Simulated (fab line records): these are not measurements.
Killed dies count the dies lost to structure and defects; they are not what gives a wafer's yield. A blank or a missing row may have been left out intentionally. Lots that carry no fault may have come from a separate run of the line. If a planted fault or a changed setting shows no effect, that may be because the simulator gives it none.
Which tool is to blame? | flow gf180mcu | 39 wafers from 13 lots sampled at 3 of the route's 602 steps

## WHAT THE GAUGES SHOWED, per wafer
GF_M3_THK_MEAS_06: measures by xrf.
lot  | measured     | on           | M3_ALCU_THK (nm)
L884 | day 22 07:21 | filmMetro-02 | 448 450 451
L885 | day 22 13:27 | filmMetro-04 | 455 452 448
L887 | day 23 08:36 | filmMetro-04 | 447 446 447
L890 | day 24 14:02 | filmMetro-04 | 454 450 454
L891 | day 24 17:52 | filmMetro-02 | 450 449 447
L892 | day 25 01:55 | filmMetro-04 | 446 440 448
L893 | day 25 07:57 | filmMetro-04 | 461 457 456
L895 | day 25 21:50 | filmMetro-04 | 451 448 452
L896 | day 26 11:44 | filmMetro-04 | 446 448 445
L898 | day 27 00:07 | filmMetro-03 | 450 448 442
L899 | day 27 05:57 | filmMetro-02 | 446 451 450
L900 | day 27 12:10 | filmMetro-04 | 450 453 448
L902 | day 28 06:20 | filmMetro-03 | 451 447 449

## WHICH TOOL RAN EACH LOT (tool, then ch and the chambers of the sampled wafers, then the start)
lot  | GF_V1_CMP_04                  | GF_V2_ETCH_16
L884 | cmp-01 ch 2,3, day 19 01:27   | rieDiel-01 ch 1,2, day 22 05:39
L885 | cmp-02 ch 0,1, day 19 08:22   | rieDiel-01 ch 0,1, day 22 11:44
L887 | cmp-01 ch 1,2,3, day 20 05:05 | rieDiel-01 ch 0,2, day 23 06:53
L890 | cmp-02 ch 0,2,3, day 21 11:50 | rieDiel-04 ch 2,3, day 24 12:20
L891 | cmp-02 ch 0,1,3, day 21 16:05 | rieDiel-03 ch 0,3, day 24 16:08
L892 | cmp-02 ch 1,2,3, day 22 01:53 | rieDiel-03 ch 0,2,3, day 24 23:59
L893 | cmp-01 ch 0,2,3, day 22 06:56 | rieDiel-04 ch 0,1,3, day 25 06:15
L895 | cmp-02 ch 1,2,3, day 22 22:02 | rieDiel-04 ch 0,2,3, day 25 20:07
L896 | cmp-01 ch 0,2, day 23 13:02   | rieDiel-01 ch 0,2, day 26 09:56
L898 | cmp-01 ch 0,1,3, day 24 02:29 | rieDiel-03 ch 0,1,3, day 26 22:21
L899 | cmp-02 ch 0,2,3, day 24 08:26 | rieDiel-03 ch 0,1,3, day 27 04:12
L900 | cmp-01 ch 0,2,3, day 24 16:25 | rieDiel-04 ch 0,2,3, day 27 10:23
L902 | cmp-02 ch 0,2,3, day 25 10:19 | rieDiel-03 ch 1,2,3, day 28 04:29
- GF_V1_CMP_04: polishes SiO2.
- GF_V2_ETCH_16: etches BARC in N2/H2.

## WHAT THE TOOLS THEMSELVES READ (means of the sampled wafers that have a number; where no wafer has one, the mark that the record gives instead)
GF_V1_CMP_04.
lot  | tool   | motorCurrentA (A) | platenRpm (rpm) | timeToEndpointS (s)
L884 | cmp-01 | 12.3              | 60.04           | 92
L885 | cmp-02 | 12.2              | 60.05           | 85
L887 | cmp-01 | 12.0              | 59.99           | 82
L890 | cmp-02 | 11.4              | 59.98           | 87
L891 | cmp-02 | 11.7              | 60.02           | 87
L892 | cmp-02 | 11.6              | 60.00           | 84
L893 | cmp-01 | 11.8              | 60.00           | 81
L895 | cmp-02 | 11.4              | 60.01           | 88
L896 | cmp-01 | 12.5              | 60.06           | 84
L898 | cmp-01 | 11.3              | 60.01           | 81
L899 | cmp-02 | 11.7              | 60.00           | 87
L900 | cmp-01 | 12.1              | 60.00           | 88
L902 | cmp-02 | 12.0              | 60.02           | 79

GF_V2_ETCH_16.
lot  | tool       | chamberPressureMTorr (mTorr) | drypumpMotorCurrentA (A) | oesProductAu (a.u.) | rfFwdPowerW (W) | throttleValvePct (%)
L884 | rieDiel-01 | 29.990                       | 5.5                      | 0.852               | 494.1           | 13.230
L885 | rieDiel-01 | 30.017                       | 5.5                      | 0.856               | 575.1           | 13.238
L887 | rieDiel-01 | 29.987                       | 5.2                      | 0.851               | 575.3           | 13.224
L890 | rieDiel-04 | 30.030                       | 6.0                      | 0.848               | 493.6           | 13.225
L891 | rieDiel-03 | 29.989                       | 5.5                      | 0.858               | 495.5           | 13.225
L892 | rieDiel-03 | 30.010                       | 5.4                      | 0.854               | 495.7           | 13.224
L893 | rieDiel-04 | 29.987                       | 5.9                      | 0.851               | 495.9           | 13.215
L895 | rieDiel-04 | 30.010                       | 6.0                      | 0.858               | 496.2           | 13.235
L896 | rieDiel-01 | 30.013                       | 5.3                      | 0.858               | 495.4           | 13.227
L898 | rieDiel-03 | 29.993                       | 5.6                      | 0.855               | 495.7           | 13.231
L899 | rieDiel-03 | 30.001                       | 5.6                      | 0.856               | 494.9           | 13.226
L900 | rieDiel-04 | 30.004                       | 6.0                      | 0.853               | 494.9           | 13.222
L902 | rieDiel-03 | 30.010                       | 5.4                      | 0.852               | 496.8           | 13.223

## THE ANSWER, worked out from the rows above alone
Rule: usual is defined by the lots themselves. The widest of any qualifying gaps counts: lots, ordered by their means at a reading, are off when they make up no more than a third of the lots, leave a main group of 4 or more, and stand apart from it by 3 or more times the standard deviation of that group's means. A main group is skipped when, at the precision printed for the reading in the tables above, its means are all equal. A lot without any number at a reading at which 4 lots or more have one is off too. Where the step has rows for the other lots, those lots are counted as sound. The gauges are gone through in route order, then the tools' own readings, and for those a lot's mean is taken as printed above. At the first step where some lot is off, the reading lying furthest off is the one used; lots without a number count as furthest.
Off: L885, L887 (GF_V2_ETCH_16, rfFwdPowerW). The main group has a mean of 495.3 W with a standard deviation of 0.88.
A tool fits if, at that step or a process step before it, it ran every lot that is off, and no sound lot after the first of them. Not one of the candidates tried fits.

## WHAT THE SIMULATOR HAD INSERTED
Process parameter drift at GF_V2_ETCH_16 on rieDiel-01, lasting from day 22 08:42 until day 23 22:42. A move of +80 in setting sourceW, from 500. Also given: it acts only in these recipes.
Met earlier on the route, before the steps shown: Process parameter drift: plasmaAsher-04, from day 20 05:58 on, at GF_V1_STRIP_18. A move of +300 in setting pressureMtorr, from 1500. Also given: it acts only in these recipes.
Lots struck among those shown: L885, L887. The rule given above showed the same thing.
